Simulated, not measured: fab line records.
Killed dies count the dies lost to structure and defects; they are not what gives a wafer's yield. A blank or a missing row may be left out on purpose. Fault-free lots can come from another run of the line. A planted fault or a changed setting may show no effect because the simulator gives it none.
A lot that was struck, set against a sound lot	flow sky130	16 steps out of a route of 708
Sound: these wafers, L786.2, L786.5, L786.6. The struck wafers were L785.1, L785.5, L785.6. The cause is given at the end.
For every step that has rows: the tool of each side, followed by ch and its chambers, followed by its first start. Under that, the readings that differ: sound wafers	struck wafers	difference of the means	sigmas: that difference in standard deviations of wafers without a fault.
alike: readings with means less than 2 such deviations apart, plus words and numbers identical on both sides. not compared: withheld readings, readings lacking a value on some wafer, bounds such as >300 that could conceal the same value, and numbers that have no deviation in the record and whose values overlap.
The two part at a step that has a row with sigmas, a row that says differs or no value, or rows on one side only. When numbers do not overlap yet have no deviation, they are printed without sigmas and do not part them. A reading missing from all wafers of one side parts the sides only when that side holds two or more wafers.

first, 5 steps without rows for these wafers: SKY_VIA4_COAT_06 (resist thk 1140 nm); SKY_VIA4_SOFTBAKE_07 (time 60 s); SKY_VIA4_EXPOSE_08 (exposes mask VIM4, target cd 800 nm); SKY_VIA4_PEB_09; SKY_VIA4_DEVELOP_10 (develop time 60 s).
SKY_VIA4_OVL_MEAS_11:
  sound: overlay-01 at day 47 10:04; struck: overlay-01 at day 47 07:32
  alike: VIA4_OVL
SKY_VIA4_ETCH_12: etches SiO2 in C4F8/O2/Ar, stops on TiN, target depth 580 nm.
  sound on rie_diel-03 ch 1,2, day 47 10:06; struck on rie_diel-02 ch 1,2,3, day 47 07:35
  alike: oes_product_au
SKY_VIA4_STRIP_13: strips in O2/N2.
  sound on plasma_asher-04 ch 0,1, day 47 10:10; struck on plasma_asher-04 ch 0,1, day 47 07:39
  alike: drypump_motor_current_A, oes_product_au, strip_time_to_endpoint_s
  not compared: rf_hours_counter_h
then, 3 steps without rows for these wafers: SKY_VIA4_STRIP_14 (strips in post etch residue remover, time 1200 s); SKY_VIA4_CLEAN_15 (cleans in IPA, time 180 s); SKY_VIA4_CLEAN_16 (cleans in O3/DIW).
SKY_VIA4_SPUTTER_17: material TiN, target thk 20 nm, time 80 s.
  sound: pvd_sputter-03 at day 47 10:48; struck: pvd_sputter-01 at day 47 08:15
  alike: throttle_valve_pct
SKY_VIA4_CVD_18: deposits W, target thk 505 nm, time 152.14 s.
  sound on cvd_w-01 ch 0,1, day 47 10:52; struck on cvd_w-01 ch 0,1, day 47 08:19
  no value came back on the struck wafers for chamber_pressure_Torr (Torr), heater_power_outer_w (W), heater_power_w (W); on the sound wafers chamber_pressure_Torr (Torr) reads 40.04 39.92 40.07
SKY_VIA4_RS_MEAS_19: measurement is done with a four-point probe.
  sound: film_metro-04 at day 47 11:02; struck: film_metro-03 at day 47 08:28
reading	sound	struck	difference	sigmas
VIA4_W_RS (ohm/sq)	0.2268 0.2288 0.2263	56.661 56.131 55.970	+56.027	+99 or more
SKY_VIA4_THK_MEAS_20: measures by xrf.
  sound: film_metro-04 at day 47 11:09; struck: film_metro-03 at day 47 08:35
  not compared: VIA4_W_THK
SKY_VIA4_CMP_21: polishes, stops on SiO2, t overpolish 25 s, target thk 0 nm.
  sound on cmp-02 ch 2,3, day 47 11:12; struck on cmp-01 ch 1,2, day 47 08:41
reading	sound	struck	difference	sigmas
motor_current_A (A)	10.1 9.9 10.4	12.7 11.5 11.7	+1.8	+2
time_to_endpoint_s (s)	127 125 124	6 4 3	-121	-29

## WHERE THEY PART
Last at SKY_VIA4_CMP_21 as far as this record goes, first at SKY_VIA4_CVD_18.

WHY: whatever the simulator had introduced
Step skipped in full: cvd_w-01, at SKY_VIA4_CVD_18, from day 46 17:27 onward. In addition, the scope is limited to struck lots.
